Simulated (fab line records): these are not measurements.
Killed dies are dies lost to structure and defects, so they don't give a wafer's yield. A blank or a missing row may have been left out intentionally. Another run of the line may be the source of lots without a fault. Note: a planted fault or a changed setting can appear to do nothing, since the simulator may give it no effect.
A struck lot beside a sound one	flow gf180mcu	15 steps out of a route of 602
Sound: wafers L716.1, L716.5, L716.6. Struck: wafer L719.3 (L719.2, L719.5, from the same lot, were not struck and are left out); the cause is given at the end.
Per side, at each step with rows, come the tool, then ch with its chambers, and then its first start. Under that, the readings that differ: sound wafers	struck wafers	difference of the means	sigmas: that difference in standard deviations of wafers without a fault.
alike: readings whose means differ by less than 2 such deviations, and words and numbers that are the same on both sides. not compared: withheld readings, readings that some wafer has no value for, bounds like >300 that may hide the same value, and numbers for which the record gives no deviation and whose values overlap.
A row with sigmas, a row that says differs or no value, or rows on one side alone: a step with any of these is where the two part. Non-overlapping numbers with no deviation appear without sigmas and do not part them. Lack of a reading on every wafer of one side parts them only where that side has two or more wafers.

GF_V2_OVL_MEAS_15:
  struck on overlay-01, day 23 07:10; sound on overlay-02, day 22 01:55
reading	sound	struck	difference	sigmas
V2_OVL (nm)	13 2 9	-4	-12	-2
GF_V2_ETCH_16: etches BARC in N2/H2.
  sound on rieDiel-04 ch 0,1, day 22 01:57; struck on rieDiel-01 ch 2, day 23 07:12
  alike: drypumpMotorCurrentA, oesProductAu, rfFwdPowerW, throttleValvePct
GF_V2_ETCH_17: etches SiO2 in C4F8/O2/Ar, stops on TiN, target depth 630 nm.
  sound: rieDiel-04 ch 0,1; struck: rieDiel-01 ch 2
  alike: oesProductAu, rfFwdPowerW
then, 3 steps without rows for these wafers: GF_V2_STRIP_18 (strips in O2/N2); GF_V2_STRIP_19 (strips in post etch residue remover, time 1200 s); GF_V2_CLEAN_20 (cleans in DIW).
GF_V2_SPUTTER_21: material Ti, target thk 15 nm, time 80.02 s.
  struck on pvdSputter-04, day 23 08:13; sound on pvdSputter-04, day 22 02:37
  alike: cathodeDcPowerW, throttleValvePct
GF_V2_SPUTTER_22: material TiN, target thk 10 nm, time 40 s.
  struck on pvdSputter-04, day 23 08:16; sound on pvdSputter-04, day 22 02:40
  alike: cathodeDcPowerW, throttleValvePct
GF_V2_CVD_23: deposits W, target thk 350 nm, time 104.94 s.
  sound on cvdW-01 ch 0,1, day 22 02:43; struck on cvdW-02 ch 1, day 23 08:19
reading	sound	struck	difference	sigmas
heaterPowerW (W)	929 924 883	835	-77	-2
GF_V2_RS_MEAS_24: the measuring method here is four-point-probe.
  struck on filmMetro-01, day 23 08:26; sound on filmMetro-01, day 22 02:49
  alike: V2_W_RS
GF_V2_THK_MEAS_25: measures by xrf.
  struck on filmMetro-01, day 23 08:33; sound on filmMetro-01, day 22 02:56
  alike: V2_W_THK
then, 1 step without rows for these wafers: GF_V2_CMP_26 (polishes, stops on SiO2, t overpolish 15 s, target thk 0 nm).
GF_M3_SPUTTER_00: material Ti, target thk 37.5 nm, time 150 s.
  struck on pvdSputter-03, day 23 08:54; sound on pvdSputter-03, day 22 03:18
reading	sound	struck	difference	sigmas
model.Ti_of_M3_SPUTTER_00.thkNm (nm)	37.19 37.2 36.93	48.14	+11.03	
  alike: cathodeDcPowerW, throttleValvePct
then, 1 step without rows for these wafers: GF_M3_SPUTTER_01 (material TiN, target thk 30 nm, time 25 s).
-- the record jumps here: 8 days lie between the struck wafers' starts before and after (it left off in module M3 and takes up again in module PASSIVATION, whose first step shown is number 602 of the route) --
GF_PASSIVATION_PROBE_99:
  the record has rows for the struck wafers here (prober-01, day 31 10:48) and none for the sound ones

WHERE THEY PART
Last at GF_PASSIVATION_PROBE_99 as far as this record goes, first at GF_V2_OVL_MEAS_15.

WHY: what had been put in by the simulator
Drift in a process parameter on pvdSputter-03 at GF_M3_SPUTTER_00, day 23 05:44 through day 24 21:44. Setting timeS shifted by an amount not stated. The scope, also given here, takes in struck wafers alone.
